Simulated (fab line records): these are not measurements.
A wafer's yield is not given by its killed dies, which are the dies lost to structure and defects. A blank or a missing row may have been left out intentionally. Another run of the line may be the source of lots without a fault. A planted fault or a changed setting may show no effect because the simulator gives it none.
What tool caused it? | flow sky130 | 12 lots, 36 wafers sampled, at 3 steps of a route of 708

## WHAT THE GAUGES READ, wafer by wafer
SKY_CONTACT_THK_MEAS_03.
lot  | measured     | on           | CONTACT_HDPCVD_THK (nm)
L754 | day 30 10:06 | filmMetro-01 | 571 575 570
L755 | day 31 06:50 | filmMetro-02 | 573 571 570
L756 | day 31 12:59 | filmMetro-01 | 567 577 566
L757 | day 32 05:08 | filmMetro-02 | 561 577 562
L759 | day 32 08:26 | filmMetro-01 | 565 562 564
L758 | day 32 12:15 | filmMetro-01 | 578 570 563
L760 | day 33 00:11 | filmMetro-02 | 567 578 564
L763 | day 34 03:02 | filmMetro-02 | 566 568 572
L767 | day 35 16:12 | filmMetro-01 | 665 687 683
L768 | day 35 23:55 | filmMetro-01 | 688 682 686
L770 | day 36 16:55 | filmMetro-02 | 567 565 574
L772 | day 37 13:10 | filmMetro-01 | 569 564 569

## WHICH TOOL RAN EACH LOT (tool, then ch and the chambers of the sampled wafers, then the start)
lot  | SKY_LI_CONTACT_ETCH_15            | SKY_CONTACT_HDPCVD_02
L754 | rieDiel-04 ch 1,2,3, day 29 03:13 | hdpcvd-01 ch 0,2, day 30 10:02
L755 | rieDiel-01 ch 0,2, day 30 00:26   | hdpcvd-02 ch 1,2, day 31 06:46
L756 | rieDiel-01 ch 0,2, day 30 06:40   | hdpcvd-02 ch 0,1,2, day 31 12:56
L757 | rieDiel-01 ch 0,2,3, day 30 22:58 | hdpcvd-02 ch 0,2, day 32 05:02
L759 | rieDiel-04 ch 0,1,2, day 31 02:49 | hdpcvd-01 ch 0,1, day 32 08:22
L758 | rieDiel-01 ch 0,2, day 31 05:57   | hdpcvd-01 ch 0,1,2, day 32 12:10
L760 | rieDiel-03 ch 0,1,3, day 31 18:10 | hdpcvd-01 ch 0,1,2, day 33 00:06
L763 | rieDiel-04 ch 1,2,3, day 32 21:37 | hdpcvd-01 ch 0,2, day 34 02:55
L767 | rieDiel-04 ch 0,1,3, day 34 11:25 | hdpcvd-02 ch 0,1,2, day 35 16:08
L768 | rieDiel-01 ch 0,3, day 34 19:05   | hdpcvd-02 ch 1,2, day 35 23:50
L770 | rieDiel-01 ch 0,3, day 35 12:04   | hdpcvd-01 ch 0,2, day 36 16:50
L772 | rieDiel-04 ch 1,2, day 36 08:49   | hdpcvd-01 ch 0,1, day 37 13:06
- SKY_LI_CONTACT_ETCH_15: etches PSG in C4F8/O2/Ar, stops on Si, target depth 600 nm.
- SKY_CONTACT_HDPCVD_02: deposits SiO2, target thk 565 nm, time 94.2 s.

## AS READ BY THE TOOLS THEMSELVES (means over the sampled wafers that have a number; for cases with no such wafer, the mark the record gives instead)
SKY_LI_CONTACT_ETCH_15.
lot  | tool       | oesProductAu (a.u.)
L754 | rieDiel-04 | 0.832
L755 | rieDiel-01 | 0.835
L756 | rieDiel-01 | 0.841
L757 | rieDiel-01 | 0.839
L759 | rieDiel-04 | 0.835
L758 | rieDiel-01 | 0.838
L760 | rieDiel-03 | 0.833
L763 | rieDiel-04 | 0.834
L767 | rieDiel-04 | 0.842
L768 | rieDiel-01 | 0.843
L770 | rieDiel-01 | 0.839
L772 | rieDiel-04 | 0.841

SKY_CONTACT_HDPCVD_02.
lot  | tool      | sih4FlowSccm (sccm)
L754 | hdpcvd-01 | 59.99
L755 | hdpcvd-02 | 59.88
L756 | hdpcvd-02 | 60.14
L757 | hdpcvd-02 | 60.02
L759 | hdpcvd-01 | 60.03
L758 | hdpcvd-01 | 60.03
L760 | hdpcvd-01 | 60.06
L763 | hdpcvd-01 | 60.15
L767 | hdpcvd-02 | 71.82
L768 | hdpcvd-02 | 72.01
L770 | hdpcvd-01 | 59.97
L772 | hdpcvd-01 | 60.05

## THE ANSWER, worked out from the rows above alone
Rule: usual is defined by the lots themselves. Put in order of their means at a reading, lots are off if they are a third of the lots or fewer, leave a main group of 4 or more, and stand apart from it by a gap of 3 or more times the standard deviation of the main group's means; of several such gaps the widest counts. The tables above print the reading to a certain number of digits; a main group whose means all agree to those digits is not used. Also off: a lot with no number at a reading for which 4 or more lots have one. The other lots that the step has rows for count as sound. Order of review: gauges by route order, followed by the tools' own readings, for which a lot's mean as printed above is used. The first step at which some lot is off is used, and at that step the reading that is off furthest; a lot without a number counts as furthest.
Off: L767, L768, seen at SKY_CONTACT_THK_MEAS_03 (CONTACT_HDPCVD_THK). The main group has a mean of 569 nm with a standard deviation of 2.3.
If a tool, at a process step before that reading, ran all the lots that are off and no sound lot after the first of them, it fits. Not tried: the gauges at SKY_CONTACT_THK_MEAS_03; whatever is off there is also off at SKY_CONTACT_HDPCVD_02, on other tools, and gauge error can't account for it. One fits: hdpcvd-02 at SKY_CONTACT_HDPCVD_02. Its last sound lot is L757 (day 32 05:02), its first lot that is off L767 (day 35 16:08): a fault that began between those two fits.
On the lots that are off, the tool's own readings at SKY_CONTACT_HDPCVD_02 differ by more than 5 times the standard deviation of the sound lots' means, which bears it out; sih4FlowSccm reads 71.91 sccm there versus 60.03 sccm on the sound lots.

## WHAT HAD BEEN PUT IN BY THE SIMULATOR
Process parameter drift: hdpcvd-02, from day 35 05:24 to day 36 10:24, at SKY_CONTACT_HDPCVD_02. Setting sih4FlowSccm shifted by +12 from 60. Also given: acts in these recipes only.
Lots struck among those shown: L767, L768. The rule above reached the same finding.
